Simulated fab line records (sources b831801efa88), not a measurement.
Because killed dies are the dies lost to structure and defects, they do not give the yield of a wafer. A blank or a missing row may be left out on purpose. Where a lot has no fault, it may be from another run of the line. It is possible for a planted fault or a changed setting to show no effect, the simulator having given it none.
Which of the tools did it? | flow sky130 | 6 lots with 18 wafers sampled at 3 steps, on a route of 708 steps

== WHAT THE GAUGES SHOWED, per wafer ==
SKY_VIA2_OVL_MEAS_13.
lot  | measured     | on         | VIA2_OVL (nm)
L301 | day 37 03:02 | overlay-02 | -3 -3 -6
L305 | day 38 16:39 | overlay-01 | -6 -11 -4
L311 | day 40 00:11 | overlay-01 | 1 -3 -3
L316 | day 42 02:16 | overlay-01 | 3 8 8
L318 | day 42 07:05 | overlay-01 | -8 -9 -5
L320 | day 42 15:59 | overlay-02 | 1 3 6

== WHICH TOOL RAN EACH LOT (tool, then ch and the chambers of the sampled wafers, then the start) ==
lot  | SKY_METAL2_SPUTTER_03        | SKY_VIA2_SOFTBAKE_08
L301 | pvd sputter-01, day 34 22:10 | litho track-04 ch 0, day 36 13:00
L305 | pvd sputter-01, day 36 11:31 | litho track-01 ch 0, day 38 03:00
L311 | pvd sputter-02, day 37 20:31 | litho track-02 ch 0, day 39 11:00
L316 | pvd sputter-01, day 39 23:43 | litho track-01 ch 0, day 41 14:00
L318 | pvd sputter-01, day 40 04:40 | litho track-04 ch 0, day 41 18:00
L320 | pvd sputter-03, day 40 14:17 | litho track-01 ch 0, day 42 04:00
- SKY_METAL2_SPUTTER_03: material Ti, target thk 5 nm, time 3.3 s.
- SKY_VIA2_SOFTBAKE_08: time 90 s.

== THE ANSWER, worked out from the rows above alone ==
Rule: the usual values come from the lots themselves. The widest of any qualifying gaps counts: lots, ordered by their means at a reading, are off when they make up no more than a third of the lots, leave a main group of 4 or more, and stand apart from it by 3 or more times the standard deviation of that group's means. Not used: any main group whose means are identical at the precision the tables above print for the reading. A lot without any number at a reading at which 4 lots or more have one is off too. Where the step has rows for the other lots, those lots are counted as sound.
No lot is off on any of the readings shown, so nothing can be concluded from this.

== WHAT HAD BEEN PUT IN BY THE SIMULATOR ==
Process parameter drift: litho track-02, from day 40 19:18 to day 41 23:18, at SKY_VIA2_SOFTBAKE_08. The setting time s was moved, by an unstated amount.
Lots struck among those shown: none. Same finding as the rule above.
